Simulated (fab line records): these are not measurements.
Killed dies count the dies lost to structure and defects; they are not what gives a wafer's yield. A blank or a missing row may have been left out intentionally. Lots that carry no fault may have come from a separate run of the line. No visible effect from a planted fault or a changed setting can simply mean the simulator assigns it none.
Check of tool commonality ; flow gf180mcu ; 39 wafers sampled across 13 lots

WHAT PROMPTED THE OPENING
2 of 13 lots carry a flag on the reading PSD_OVL at GF_PSD_OVL_MEAS_08. Fault-free wafers read 1.4 nm, with a standard deviation of 1.7.
Rule: flag the lot when none of its wafers has a number, or when each of its wafers that has one lies beyond 4 standard deviations from that mean. The other lots count as sound.

lot;measured;on;PSD_OVL (nm), wafer by wafer;flag
L736;day 14 13:31;overlay-01;0.0 -1.8 -0.2;
L738;day 15 03:54;overlay-02;3.6 2.7 2.6;
L741;day 16 03:46;overlay-01;1.3 0.0 -1.1;
L744;day 17 00:14;overlay-02;-122.7 -122.9 -122.7;FLAGGED
L747;day 18 00:09;overlay-02;-121.3 -121.6 -122.3;FLAGGED
L749;day 19 01:02;overlay-01;-1.1 0.2 0.7;
L750;day 19 05:30;overlay-01;3.1 3.7 5.1;
L751;day 19 14:22;overlay-01;0.4 2.3 2.1;
L752;day 19 18:58;overlay-02;4.4 3.2 3.6;
L754;day 20 13:37;overlay-01;3.9 1.3 1.9;
L755;day 20 23:39;overlay-01;1.5 3.2 3.7;
L757;day 21 14:49;overlay-02;2.1 2.1 2.6;
L758;day 22 01:12;overlay-01;1.4 0.7 0.7;
On average the flagged lots' numbers are -122.2 nm, which is -123.7 nm against the usual, or -73 standard deviations.

LOT BY LOT: THE TOOL USED
The record keeps 1 process step preceding the reading, out of 602 steps on the route. Read each cell as the tool, then ch plus the chambers that the sampled wafers visited, then the start.
lot;flag;GF_PSD_EXPOSE_04
L736;;ilineStepper-02 ch 0, day 14 03:42
L738;;ilineStepper-01 ch 0, day 14 17:04
L741;;ilineStepper-01 ch 0, day 15 16:36
L744;FLAGGED;ilineStepper-02 ch 0, day 16 12:33
L747;FLAGGED;ilineStepper-02 ch 0, day 17 12:25
L749;;ilineStepper-01 ch 0, day 18 12:48
L750;;ilineStepper-01 ch 0, day 18 17:01
L751;;ilineStepper-01 ch 0, day 19 02:24
L752;;ilineStepper-01 ch 0, day 19 06:48
L754;;ilineStepper-01 ch 0, day 20 01:52
L755;;ilineStepper-01 ch 0, day 20 11:49
L757;;ilineStepper-01 ch 0, day 21 02:52
L758;;ilineStepper-01 ch 0, day 21 13:31
What is done by these steps:
- GF_PSD_EXPOSE_04: exposes mask Pplus, target cd 400 nm.
- GF_PSD_OVL_MEAS_08

FLAGGED OVER TOTAL, TOOL BY TOOL (the gauges that took the reading come last)
step;tool;lots run;flagged;share of the flagged lots;sound lots run after its first flagged lot
GF_PSD_EXPOSE_04;ilineStepper-01;10;0;none;-
GF_PSD_EXPOSE_04;ilineStepper-02;3;2;all;0
GF_PSD_OVL_MEAS_08;overlay-01;8;0;none;-
GF_PSD_OVL_MEAS_08;overlay-02;5;2;all;2 (L752,L757)

WHAT IS ALLOWED BY THE TABLE
Table rows that saw every flagged lot: 2, namely ilineStepper-02 at GF_PSD_EXPOSE_04 and overlay-02 at GF_PSD_OVL_MEAS_08.
- ilineStepper-02 at GF_PSD_EXPOSE_04: 2 of its 3 lots flagged. Its last sound lot is L736 (day 14 03:42), its first flagged lot L744 (day 16 12:33): a fault that began between those two fits.
- overlay-02 at GF_PSD_OVL_MEAS_08: 2 of its 5 lots flagged. Sound lots followed the first flagged one (L752, L757) on it, something a lasting fault affecting the whole tool could not allow.
Left over: one tool, ilineStepper-02 at GF_PSD_EXPOSE_04.

WHAT HAD BEEN PUT IN BY THE SIMULATOR
Scanner matching overlay: ilineStepper-02, from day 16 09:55 on, at GF_PSD_EXPOSE_04. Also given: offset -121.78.
Lots struck among those shown: L744, L747. The same result came from the rule above.
